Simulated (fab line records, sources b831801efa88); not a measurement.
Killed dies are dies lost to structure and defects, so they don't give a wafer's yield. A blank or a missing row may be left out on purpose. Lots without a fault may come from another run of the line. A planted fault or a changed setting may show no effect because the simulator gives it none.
A struck lot beside a sound one | flow gf180mcu | 22 steps out of a route of 602
Sound: wafers L851.2, L851.4, L851.6. Struck: wafer L858.4. (L858.3 of the same lot was not struck and is left out.) The cause comes at the end.
At each step with rows: each side's tool, then ch and its chambers, then its first start. Under that, the readings that differ: sound wafers | struck wafers | difference of the means | sigmas: that difference in standard deviations of wafers without a fault.
alike: readings whose means differ by less than 2 such deviations, and words and numbers that are the same on both sides. not compared: withheld readings, readings that some wafer has no value for, bounds like >300 that may hide the same value, and numbers for which the record gives no deviation and whose values overlap.
The two part at a step that has a row with sigmas, a row that says differs or no value, or rows on one side only. Numbers that don't overlap but have no deviation are shown without sigmas and don't part them. A reading that every wafer of one side lacks parts them only if that side has two wafers or more.

GF_V5_RS_MEAS_24: measures by four-point-probe.
  sound on film_metro-01, day 28 01:13; struck on film_metro-01, day 30 04:37
  alike: V5_W_RS
GF_V5_THK_MEAS_25: measures by xrf.
  sound on film_metro-01, day 28 01:20; struck on film_metro-01, day 30 04:43
  alike: V5_W_THK
GF_V5_CMP_26: polishes, stops on SiO2, t overpolish 15 s, target thk 0 nm.
  sound on cmp-01 ch 0,3, day 28 01:23; struck on cmp-01 ch 1, day 30 04:51
  alike: motor_current_A, overpolish_run_s, platen_rpm, time_to_endpoint_s
GF_TOP_METAL_SPUTTER_00: material Ti, target thk 37.5 nm, time 150 s.
  sound on pvd_sputter-04, day 28 01:41; struck on pvd_sputter-03, day 30 05:03
  alike: throttle_valve_pct
GF_TOP_METAL_SPUTTER_01: material TiN, target thk 30 nm, time 25 s.
  sound on pvd_sputter-04, day 28 01:47; struck on pvd_sputter-03, day 30 05:09
  alike: throttle_valve_pct
GF_TOP_METAL_SPUTTER_02: material AlCu, target thk 900 nm, time 47.82 s.
  sound on pvd_sputter-04, day 28 01:49; struck on pvd_sputter-03, day 30 05:11
  alike: throttle_valve_pct
then, 1 step without rows for these wafers: GF_TOP_METAL_SPUTTER_03 (material Ti, target thk 5 nm, time 3.3 s).
GF_TOP_METAL_SPUTTER_04: material TiN, target thk 25 nm, time 20.8 s.
  sound on pvd_sputter-04, day 28 01:52; struck on pvd_sputter-03, day 30 05:14
  alike: throttle_valve_pct
GF_TOP_METAL_RS_MEAS_05: measures by four-point-probe.
  sound on film_metro-04, day 28 01:55; struck on film_metro-01, day 30 05:19
  alike: TOP_METAL_ALCU_RS
GF_TOP_METAL_THK_MEAS_06: measures by xrf.
  sound on film_metro-04, day 28 02:02; struck on film_metro-01, day 30 05:25
  alike: TOP_METAL_ALCU_THK
then, 2 steps without rows for these wafers: GF_TOP_METAL_DEHYDRATE_07 (time 60 s); GF_TOP_METAL_HMDS_08 (prime time 60 s).
GF_TOP_METAL_COAT_09: resist thk 1500 nm.
  sound on litho_track-02 ch 0, day 28 11:43; struck on litho_track-02 ch 0, day 30 14:18
  reading                                        | sound          | struck | difference | sigmas
  model.NOVOLAK_of_TOP_METAL_COAT_09.thk_nm (nm) | 1506 1510 1507 | 1588   | +80        |
  alike: chill_plate_temp_C, dispense_pressure_kPa
then, 4 steps without rows for these wafers: GF_TOP_METAL_SOFTBAKE_10 (time 60 s); GF_TOP_METAL_EXPOSE_11 (exposes mask MetalTop, target cd 440 nm); GF_TOP_METAL_PEB_12; GF_TOP_METAL_DEVELOP_13 (develop time 60 s).
GF_TOP_METAL_CD_MEAS_14: target cd 440 nm.
  sound on cd_sem-01, day 28 21:01; struck on cd_sem-01, day 30 23:37
  reading    | sound             | struck | difference | sigmas
  cd_nm (nm) | 440.3 440.2 440.6 | 450.4  | +10.0      | +4
  not compared: hold
GF_TOP_METAL_OVL_MEAS_15:
  sound on overlay-01, day 28 21:07; struck on overlay-02, day 31 03:40
  reading | sound | struck                   | difference                   | sigmas
  hold    | - - - | await_dispo/3.9h/release | no value on the sound wafers |
  alike: TOP_METAL_OVL
GF_TOP_METAL_METAL_ETCH_16: etches the open film in Cl2/BCl3, stops on SiO2, target depth 1197 nm, time 199.5 s.
  sound on rie_metal-01 ch 0,1, day 28 21:08; struck on rie_metal-01 ch 0, day 31 03:45
  reading                                        | sound                | struck | difference | sigmas
  throttle_valve_pct (%)                         | 28.227 28.244 28.213 | 28.206 | -0.022     | -2
  model.NOVOLAK_of_TOP_METAL_COAT_09.thk_nm (nm) | 1014 1035 1016       | 1093   | +71        |
  alike: chamber_pressure_mTorr, drypump_motor_current_A, oes_product_au
  not compared: rf_hours_counter_h
GF_TOP_METAL_STRIP_17: strips in O2/N2.
  sound on plasma_asher-02 ch 0,1, day 28 21:20; struck on plasma_asher-02 ch 1, day 31 03:55
  reading                      | sound             | struck | difference | sigmas
  strip_time_to_endpoint_s (s) | 12.82 13.08 12.85 | 13.72  | +0.80      | +10
  alike: chamber_pressure_mTorr, drypump_motor_current_A, heater_power_w, oes_product_au, platen_temp_c
  not compared: rf_hours_counter_h
then, 1 step without rows for these wafers: GF_TOP_METAL_STRIP_18 (strips in post etch residue remover, time 1200 s).

WHERE THEY PART
First at GF_TOP_METAL_CD_MEAS_14; last, within this record, at GF_TOP_METAL_STRIP_17.

WHY: what the simulator had put in
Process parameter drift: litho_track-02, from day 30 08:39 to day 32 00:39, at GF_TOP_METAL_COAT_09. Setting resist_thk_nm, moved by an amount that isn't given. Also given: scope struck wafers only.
